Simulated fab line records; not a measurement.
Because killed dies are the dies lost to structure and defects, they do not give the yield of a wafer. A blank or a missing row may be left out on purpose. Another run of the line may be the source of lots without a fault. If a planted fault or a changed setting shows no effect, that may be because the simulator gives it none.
fab line records	flow sky130
record: lots: 6	wafers: 16	last-day: 49
route steps=708 shown METAL2@490 PAD_OPEN@708
lots with no fault: from the same line, run without faults
start-h: hours from the record's opening day to when the first of the lot's shown wafers began	wait-h: hours from the lot's prior step to this one	" identical to the entry in the row above	L1.1+2: several wafers, shown together as one row	- value missing, or start not given	* or withheld: withheld	< > ~ a bound
route shown NAME@n: a module of which the file shows steps, and the number in the route of the first	usual: average and standard deviation across the fault-free wafers	same: alike in all rows	chamber/n: place in a boat	sites: the reading at each site	_std_site: how widely they spread, as a standard deviation	_edge_site: outer sites' mean less inner sites'	radius-mm: how far each site lies from the wafer's centre	mask NAME#n: copy n	behind: the tool/chamber that last shaped the wafer	hold: what put the lot on hold/how long, in hours/how the hold closed	device: the transistor (n, p or np) that didn't switch	end of line: tests run on the same wafers once the route is complete	for a step that has no rows: nothing shown but its recipe	killed: the dies lost at the first sort to structure and to defects; this is not the yield of the wafer	map: per-die view of a wafer (x killed, . not killed, _ where there is no die)
set.NAME: the setting the step ran with; set.NAME@STEP: the setting that earlier step ran with	model.NAME: the simulator's own value behind a step, which no gauge read
a table for each step, a row for each wafer; lots at some steps of the route
services: from which hour (start-h, from the record's first day; less than 0 if before it) a tool's chamber was out of use, for how many hours, and why
== steps ==
step: SKY_METAL2_DEHYDRATE_07
recipe: temp-c: 200	time-s: 60
step: SKY_METAL2_HMDS_08
recipe: prime-time-s: 60	prime-temp-c: 120
step: SKY_METAL2_COAT_09
recipe: resist: BARC	temp-c: withheld	time-s: withheld	spin-rpm: 3000	resist-thk-nm: 60
step: SKY_METAL2_COAT_10
recipe: resist: KrF-thick	spin-rpm: 3000	resist-thk-nm: 450
step: SKY_METAL2_SOFTBAKE_11
recipe: temp-c: 100	time-s: 90	resist: KrF-thick
step: SKY_METAL2_EXPOSE_12
recipe: mask-id: MM2	na: 0.8	source-shape: annular	sigma-inner: 0.55	sigma-outer: 0.85	target-cd-nm: 140	dose-mj: 28
step: SKY_METAL2_PEB_13
recipe: peb-temp-c: withheld	peb-time-s: withheld	resist: KrF-thick
step: SKY_METAL2_DEVELOP_14
recipe: develop-time-s: 60	resist: KrF-thick	dev-temp-c: 21
step: SKY_METAL2_CD_MEAS_15
recipe: target-cd-nm: 140
usual: cd-nm: 139.6/1.2
lot.wafer	tool	chamber	start-h	wait-h	cd-nm
L891.1	cd-sem-01	-	860.85	-	139.9
L891.5	"	-	"	"	138.3
L891.6	"	-	"	"	137.9
L895.3	cd-sem-02	-	910.30	-	138.8
L895.4	"	-	"	"	138.4
L895.6	"	-	"	"	139.3
L898.2	cd-sem-01	-	931.64	-	140.4
L898.4	"	-	"	"	140.4
L898.6	"	-	"	"	141.3
L900.2	cd-sem-01	-	938.83	-	138.7
L900.5	"	-	"	"	139.4
L900.6	"	-	"	"	138.8
L901.1	cd-sem-01	-	940.75	-	140.9
L901.4	"	-	"	"	139.5
L903.1	cd-sem-02	-	946.26	-	139.0
L903.4	"	-	"	"	140.2
step: SKY_METAL2_OVL_MEAS_16
usual: METAL2_OVL: -1/5.5
lot.wafer	tool	chamber	start-h	wait-h	METAL2_OVL[nm]
L891.1	overlay-01	-	860.97	0.1	-4
L891.5	"	-	"	"	-8
L891.6	"	-	"	"	-6
L895.3	overlay-02	-	910.39	0.1	-3
L895.4	"	-	"	"	-7
L895.6	"	-	"	"	4
L898.2	overlay-01	-	931.75	0.1	10
L898.4	"	-	"	"	9
L898.6	"	-	"	"	10
L900.2	overlay-02	-	938.93	0.1	2
L900.5	"	-	"	"	-7
L900.6	"	-	"	"	-1
L901.1	overlay-02	-	940.87	0.1	-2
L901.4	"	-	"	"	0
L903.1	overlay-02	-	946.38	0.1	-6
L903.4	"	-	"	"	-3
step: SKY_METAL2_DESCUM_17
recipe: chemistry: O2	source-power-w: 150	bias-power-w: 0	pressure-mtorr: 10	temp-c: 40	time-s: 8
usual: drypump-motor-current-A: 5.6/0.53	oes-product-au: 1.003/0.011
lot.wafer	tool	chamber	start-h	wait-h	drypump-motor-current-A	oes-product-au	rf-hours-counter-h
L891.1	rie-metal-01	0	861.00	0.0	6.4	0.997	0
L891.5	"	1	"	"	5.5	0.990	-
L891.6	"	0	"	"	6.4	0.997	-
L895.3	rie-metal-02	1	910.42	0.0	5.5	1.004	-
L895.4	"	0	"	"	4.7	0.998	-
L895.6	"	1	"	"	5.5	1.006	-
L898.2	rie-metal-01	0	931.78	0.0	6.4	0.990	4
L898.4	"	1	"	"	5.5	0.990	-
L898.6	"	0	"	"	6.4	0.997	-
L900.2	rie-metal-01	0	938.96	0.0	6.4	0.993	4
L900.5	"	0	"	"	6.4	1.001	-
L900.6	"	1	"	"	5.5	0.994	-
L901.1	rie-metal-02	1	940.90	0.0	5.5	0.999	7
L901.4	"	1	"	"	5.5	0.999	-
L903.1	rie-metal-02	1	946.41	0.0	5.5	1.001	7
L903.4	"	1	"	"	5.5	0.997	-
step: SKY_METAL2_ETCH_18
recipe: chemistry: N2/H2	target: BARC	ion-energy-ev: 200	bias-w: 100	pressure-mtorr: 30	n2-flow-sccm: 100	h2-flow-sccm: 200	icp-w: 500	stop-on: SiO2	time-s: 45.9	target-depth-a: 600
usual: drypump-motor-current-A: 5.6/0.52	h2-flow-sccm: 200.0/0.69	oes-product-au: 0.854/0.0049	throttle-valve-pct: 13.224/0.0086
lot.wafer	tool	chamber	start-h	wait-h	drypump-motor-current-A	h2-flow-sccm	oes-product-au	rf-hours-counter-h	throttle-valve-pct
L891.1	rie-metal-01	0	861.04	0.0	6.4	201.6	0.853	0	13.217
L891.5	"	1	"	"	5.5	198.9	0.855	-	13.234
L891.6	"	0	"	"	6.4	201.3	0.851	-	13.218
L895.3	rie-metal-02	1	910.47	0.0	5.5	198.9	0.850	-	13.240
L895.4	"	0	"	"	4.7	200.2	0.855	-	13.220
L895.6	"	1	"	"	5.5	200.0	0.855	-	13.220
L898.2	rie-metal-01	0	931.81	0.0	6.4	199.9	0.851	4	13.217
L898.4	"	1	"	"	5.5	201.1	0.846	-	13.218
L898.6	"	0	"	"	6.4	199.6	0.862	-	13.227
L900.2	rie-metal-01	0	938.99	0.0	6.4	198.7	0.852	4	13.219
L900.5	"	0	"	"	6.4	199.6	0.856	-	13.229
L900.6	"	1	"	"	5.5	200.4	0.850	-	13.238
L901.1	rie-metal-02	1	940.97	0.1	5.5	200.1	0.851	7	13.227
L901.4	"	1	"	"	5.5	200.5	0.854	-	13.216
L903.1	rie-metal-02	1	946.48	0.1	5.5	199.7	0.851	7	13.230
L903.4	"	1	"	"	5.5	200.7	0.855	-	13.237
step: SKY_METAL2_METAL_ETCH_19
recipe: target-depth-a: 3600	stop-on: SiO2	over-etch-frac: 0.3	time-s: 78	chemistry: Cl2/BCl3	resist-sidewall-deg: 88	pressure-mtorr: 10	icp-w: 900	bias-w: 48.5	Cl2_flow_sccm: 60	bcl3-flow-sccm: 30
usual: drypump-motor-current-A: 5.6/0.53	mfc-cl2-sccm: 59.99/0.16	oes-product-au: 0.856/0.0067	throttle-valve-pct: 22.263/0.0085
lot.wafer	tool	chamber	start-h	wait-h	drypump-motor-current-A	mfc-cl2-sccm	oes-product-au	rf-hours-counter-h	throttle-valve-pct	model.KrF-thick_of_METAL2_COAT_10.thk-nm	model.METAL2.cd-nm
L891.1	rie-metal-01	0	861.10	0.0	6.4	59.90	0.851	0	22.272	158.6	139.2
L891.5	"	1	"	"	5.5	60.09	0.858	-	22.267	162.6	141.7
L891.6	"	0	"	"	6.4	59.76	0.859	-	22.273	157.9	139.1
L895.3	rie-metal-02	1	910.54	0.1	5.5	59.92	0.865	-	22.274	159.1	137.8
L895.4	"	0	"	"	4.7	60.10	0.861	-	22.254	161.3	134.6
L895.6	"	1	"	"	5.5	59.81	0.856	-	22.267	159.9	138.7
L898.2	rie-metal-01	0	931.87	0.0	6.4	59.90	0.844	4	22.257	159.1	139.5
L898.4	"	1	"	"	5.5	59.85	0.855	-	22.261	160.2	144
L898.6	"	0	"	"	6.4	60.01	0.855	-	22.262	156.9	141.2
L900.2	rie-metal-01	0	939.06	0.0	6.4	59.93	0.864	4	22.269	158.4	135.4
L900.5	"	0	"	"	6.4	59.86	0.864	-	22.270	160	136.2
L900.6	"	1	"	"	5.5	60.03	0.848	-	22.266	162	138.8
L901.1	rie-metal-02	1	941.09	0.1	5.5	59.83	0.852	7	22.243	190.4	144.8
L901.4	"	1	"	"	5.5	59.98	0.851	-	22.254	192.5	143.5
L903.1	rie-metal-02	1	946.60	0.1	5.5	59.90	0.865	7	22.256	192.5	142.3
L903.4	"	1	"	"	5.5	60.13	0.849	-	22.268	193.8	144.3
step: SKY_METAL2_STRIP_20
recipe: chemistry: O2/N2	power-w: 1400	pressure-mtorr: 1500	platen-temp-c: withheld	o2-flow-sccm: 3000	n2-flow-sccm: 300	overash-fraction: 0.5
usual: drypump-motor-current-A: 5.7/0.45	oes-product-au: 0.342/0.0057	strip-time-to-endpoint-s: 2.69/0.042
lot.wafer	tool	chamber	start-h	wait-h	drypump-motor-current-A	oes-product-au	rf-hours-counter-h	strip-time-to-endpoint-s
L891.1	plasma-asher-04	1	861.19	0.1	5.8	0.342	11	2.68
L891.5	"	1	"	"	5.8	0.349	-	2.74
L891.6	"	0	"	"	5.9	0.351	-	2.69
L895.3	plasma-asher-03	0	910.63	0.1	6.2	0.340	-	2.72
L895.4	"	1	"	"	5.9	0.340	-	2.72
L895.6	"	1	"	"	5.9	0.349	-	2.72
L898.2	plasma-asher-03	0	931.96	0.1	6.2	0.340	103	2.68
L898.4	"	1	"	"	5.9	0.348	-	2.72
L898.6	"	1	"	"	5.9	0.344	-	2.68
L900.2	plasma-asher-03	0	939.15	0.1	6.2	0.339	104	2.68
L900.5	"	0	"	"	6.2	0.343	-	2.70
L900.6	"	1	"	"	5.9	0.337	-	2.73
L901.1	plasma-asher-04	0	941.27	0.1	5.8	0.352	19	3.03
L901.4	"	1	"	"	5.8	0.354	-	3.08
L903.1	plasma-asher-02	1	946.78	0.1	4.7	0.360	53	3.06
L903.4	"	1	"	"	4.7	0.359	-	3.08
step: SKY_METAL2_STRIP_21
recipe: chemistry: post-etch-residue-remover	time-s: 1200	temp-c: 72.5
step: SKY_PAD_OPEN_PROBE_99
usual: defect-limited-yield: 82.4/1.8	killed_at_M0_to_M3: 43/7.8	killed_at_M4_up: 3.2/1.7	killed-at-contacts: 24/5.2	killed-at-front-end: 15/4.5	killed-at-other: 0.4/0.65	killed-dies: 87/9.1	killed-on-rim: 17/3.5	killed-open: 47/7.3	killed-short: 40/6.5	sort_bin_3_pad_short: 0.9/0.46	sort_bin_5_function: 10.4/1.5	sort_bin_6_memory: 6.3/1	sort-n-pass: 405/9.1	sort-yield-pct: 82.4/1.8
same: gross-dies: 492	killed-at-back-side: 0	sort_bin_4_leakage[%]: 0	sort_bin_8_speed[%]: 0
lot.wafer	tool	chamber	start-h	wait-h	defect-limited-yield[%]	killed_at_M0_to_M3	killed_at_M4_up	killed-at-contacts	killed-at-front-end	killed-at-other	killed-dies	killed-on-rim	killed-open	killed-short	sort_bin_3_pad_short[%]	sort_bin_5_function[%]	sort_bin_6_memory[%]	sort-n-pass	sort-yield-pct[%]
L895.3	prober-01	-	1144.13	0.2	80.5	50	1	28	16	1	96	25	54	42	0.6	8.5	10.4	396	80.5
L895.4	prober-01	-	1144.18	0.2	82.1	48	1	19	20	0	88	18	50	38	0.6	10.0	7.3	404	82.1
L895.6	prober-01	-	1144.28	0.2	85.2	42	6	15	10	0	73	12	41	32	0.8	9.3	4.7	419	85.2
L898.2	prober-02	-	1161.97	0.1	80.7	54	3	23	15	0	95	27	42	53	1.2	12.8	5.3	397	80.7
L898.4	prober-02	-	1162.07	0.2	82.3	49	4	25	9	0	87	17	48	39	0.4	10.8	6.5	405	82.3
L898.6	prober-02	-	1162.17	0.2	82.1	45	5	22	16	0	88	17	42	46	0.2	10.8	6.9	404	82.1
L900.2	prober-02	-	1163.58	0.1	81.3	45	4	25	18	0	92	15	51	41	1.2	10.8	6.7	400	81.3
L900.5	prober-02	-	1163.73	0.2	84.3	39	2	21	15	0	77	14	41	36	1.4	8.5	5.7	415	84.3
L900.6	prober-02	-	1163.78	0.2	80.9	60	3	16	15	0	94	16	42	52	1.6	9.3	8.1	398	80.9
L903.1	prober-02	-	1172.88	0.1	82.5	45	1	19	21	0	86	17	35	51	1.0	10.6	5.9	406	82.5
L903.4	prober-02	-	1173.03	0.2	80.9	46	1	22	25	0	94	19	50	44	0.4	11.8	6.9	398	80.9
killed by level:class
L895.3 VIA1:geometric-particle:open=17 LI_CONTACT:geometric-particle:open=9 POLY_GATE:geometric-particle:open=6 CONTACT:geometric-particle:short=6 METAL2:geometric-particle:short=6 CONTACT:geometric-particle:open=6 VIA3:geometric-particle:open=6 LOCAL_INTERCONNECT:geometric-particle:short=5
L895.4 VIA1:geometric-particle:open=17 CONTACT:geometric-particle:open=11 FIELD_ISO:geometric-particle:open=6 POLY_GATE:geometric-particle:short=5 METAL2:geometric-particle:short=5 METAL1:geometric-particle:short=5 POLY_GATE:geometric-particle:open=4 VIA2:geometric-particle:short=4
L895.6 METAL1:geometric-particle:short=8 VIA3:geometric-particle:open=8 LI_CONTACT:geometric-particle:open=7 FIELD_ISO:geometric-particle:open=5 CONTACT:geometric-particle:open=5 VIA1:geometric-particle:open=5 METAL2:geometric-particle:short=5 METAL4:geometric-particle:short=5
L898.2 METAL2:geometric-particle:short=15 CONTACT:geometric-particle:open=9 METAL1:geometric-particle:short=7 VIA3:geometric-particle:open=7 FIELD_ISO:geometric-particle:open=6 VIA2:geometric-particle:open=5 VIA1:geometric-particle:open=5 FIELD_ISO:geometric-particle:short=4
L898.4 VIA1:geometric-particle:open=13 CONTACT:geometric-particle:open=11 METAL2:geometric-particle:short=8 VIA1:geometric-particle:short=7 LI_CONTACT:geometric-particle:open=6 VIA2:geometric-particle:open=5 VIA3:geometric-particle:short=4 VIA3:geometric-particle:open=4
L898.6 VIA1:geometric-particle:open=11 CONTACT:geometric-particle:open=8 METAL2:geometric-particle:short=7 FIELD_ISO:geometric-particle:short=6 VIA2:geometric-particle:open=6 VIA3:geometric-particle:open=5 METAL4:geometric-particle:short=5 POLY_GATE:geometric-particle:short=4
L900.2 VIA1:geometric-particle:open=13 CONTACT:geometric-particle:open=11 VIA1:geometric-particle:short=7 FIELD_ISO:geometric-particle:short=6 FIELD_ISO:geometric-particle:open=6 VIA2:geometric-particle:open=6 VIA3:geometric-particle:open=6 LI_CONTACT:geometric-particle:open=5
L900.5 LI_CONTACT:geometric-particle:open=8 VIA1:geometric-particle:open=7 FIELD_ISO:geometric-particle:open=5 CONTACT:geometric-particle:open=5 METAL2:geometric-particle:short=5 POLY_GATE:geometric-particle:short=4 LI_CONTACT:geometric-particle:short=4 VIA2:geometric-particle:open=4
L900.6 VIA1:geometric-particle:open=13 CONTACT:geometric-particle:open=10 VIA1:geometric-particle:short=9 METAL2:geometric-particle:short=9 VIA3:geometric-particle:open=6 VIA2:geometric-particle:open=6 FIELD_ISO:geometric-particle:short=5 POLY_GATE:geometric-particle:short=5
L903.1 METAL2:geometric-particle:short=9 METAL1:geometric-particle:short=8 VIA2:geometric-particle:open=8 LOCAL_INTERCONNECT:geometric-particle:short=6 CONTACT:geometric-particle:open=6 VIA1:geometric-particle:short=6 FIELD_ISO:geometric-particle:open=5 POLY_GATE:geometric-particle:short=5
L903.4 POLY_GATE:geometric-particle:short=10 VIA1:geometric-particle:open=8 LI_CONTACT:geometric-particle:open=8 CONTACT:geometric-particle:open=8 VIA2:geometric-particle:open=7 METAL2:geometric-particle:short=6 VIA3:geometric-particle:open=5 FIELD_ISO:geometric-particle:short=4
== services ==
tool	chamber	start-h	hours	kind
rie-metal-02	-	848.78	4.3	pm
rie-metal-02	0	875.06	5.7	repair
plasma-asher-02	-	903.23	1.2	repair
rie-metal-01	-	926.48	0.4	repair
rie-metal-02	0	934.01	14.7	repair
== key ==
first-sign: step: SKY_METAL2_STRIP_20	reading: strip-time-to-endpoint-s	direction: up	sigmas: 9	usual: *	struck: *
effect none on later readings
model-effect: step: SKY_METAL2_METAL_ETCH_19	value: KrF-thick_of_METAL2_COAT_10.thk-nm	without: 156.8	struck: 192.3
met-at SKY_METAL2_METAL_ETCH_19
struck-wafers L901.1,L901.4,L903.1,L903.4
onset-between 910.54 941.09
also-fits time
fault: kind: process-parameter-drift	tool: rie-metal-02	chamber: -	onset-h: 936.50	steps: SKY_METAL2_METAL_ETCH_19	channel: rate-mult	offset: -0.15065	shape: step	end-h: 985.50	scope: struck-wafers-only
